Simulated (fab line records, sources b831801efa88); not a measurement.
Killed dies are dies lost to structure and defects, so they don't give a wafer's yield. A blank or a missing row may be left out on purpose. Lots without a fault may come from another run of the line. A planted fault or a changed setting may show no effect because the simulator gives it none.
A struck lot beside a sound one | flow gf180mcu | 14 steps out of a route of 602
Sound: wafers L404.3, L404.5, L404.6. Struck: wafers L395.1, L395.2, L395.3. The cause comes at the end.
At each step with rows: each side's tool, then ch and its chambers, then its first start. Under that, the readings that differ: sound wafers | struck wafers | difference of the means | sigmas: that difference in standard deviations of wafers without a fault.
alike: readings whose means differ by less than 2 such deviations, and words and numbers that are the same on both sides. not compared: withheld readings, readings that some wafer has no value for, bounds like >300 that may hide the same value, and numbers for which the record gives no deviation and whose values overlap.
The two part at a step that has a row with sigmas, a row that says differs or no value, or rows on one side only. Numbers that don't overlap but have no deviation are shown without sigmas and don't part them. A reading that every wafer of one side lacks parts them only if that side has two wafers or more.

GF_VT_IMPLANT_RS_MEAS_47: measures by four-point-probe.
  sound on film_metro-04, day 11 20:05; struck on film_metro-01, day 9 03:08
  alike: NWELL_RS
GF_VT_IMPLANT_RS_MEAS_48: measures by four-point-probe.
  sound on film_metro-04, day 11 20:12; struck on film_metro-01, day 9 03:15
  alike: LVPWELL_RS
GF_VT_IMPLANT_RS_MEAS_49: measures by four-point-probe.
  sound on film_metro-04, day 11 20:19; struck on film_metro-01, day 9 03:22
  alike: MVPSD_RS
then, 4 steps without rows for these wafers: GF_VT_IMPLANT_WET_ETCH_50 (etches SiO2 in dHF, target depth 20 nm, time 400 s); GF_DUAL_GATE_CLEAN_00 (cleans in SC1/SC2, time 150 s); GF_DUAL_GATE_CLEAN_01 (cleans in dHF, time 20 s); GF_DUAL_GATE_OXIDATION_02 (stabilise 600 s, purge 300 s, target thk 10.887 nm).
GF_DUAL_GATE_THK_MEAS_03:
  sound on film_metro-02, day 11 22:59; struck on film_metro-04, day 9 05:58
  alike: DUAL_GATE_OXIDATION_00_THK
then, 4 steps without rows for these wafers: GF_DUAL_GATE_DEHYDRATE_04 (time 60 s); GF_DUAL_GATE_HMDS_05 (prime time 60 s); GF_DUAL_GATE_COAT_06 (resist thk 1000 nm); GF_DUAL_GATE_SOFTBAKE_07 (time 60 s).
GF_DUAL_GATE_EXPOSE_08: exposes mask Dualgate, target cd 700 nm.
  sound on iline_stepper-01 ch 0, day 12 08:15; struck on iline_stepper-02, day 9 14:29
  no value came back on the struck wafers for exposure_dose_mJ_cm2, focus_offset_nm (nm); on the sound wafers exposure_dose_mJ_cm2 reads 139.88 139.75 140.04
  alike: mask
then, 1 step without rows for these wafers: GF_DUAL_GATE_PEB_09.

WHERE THEY PART
Only at GF_DUAL_GATE_EXPOSE_08, within this record.

WHY: what the simulator had put in
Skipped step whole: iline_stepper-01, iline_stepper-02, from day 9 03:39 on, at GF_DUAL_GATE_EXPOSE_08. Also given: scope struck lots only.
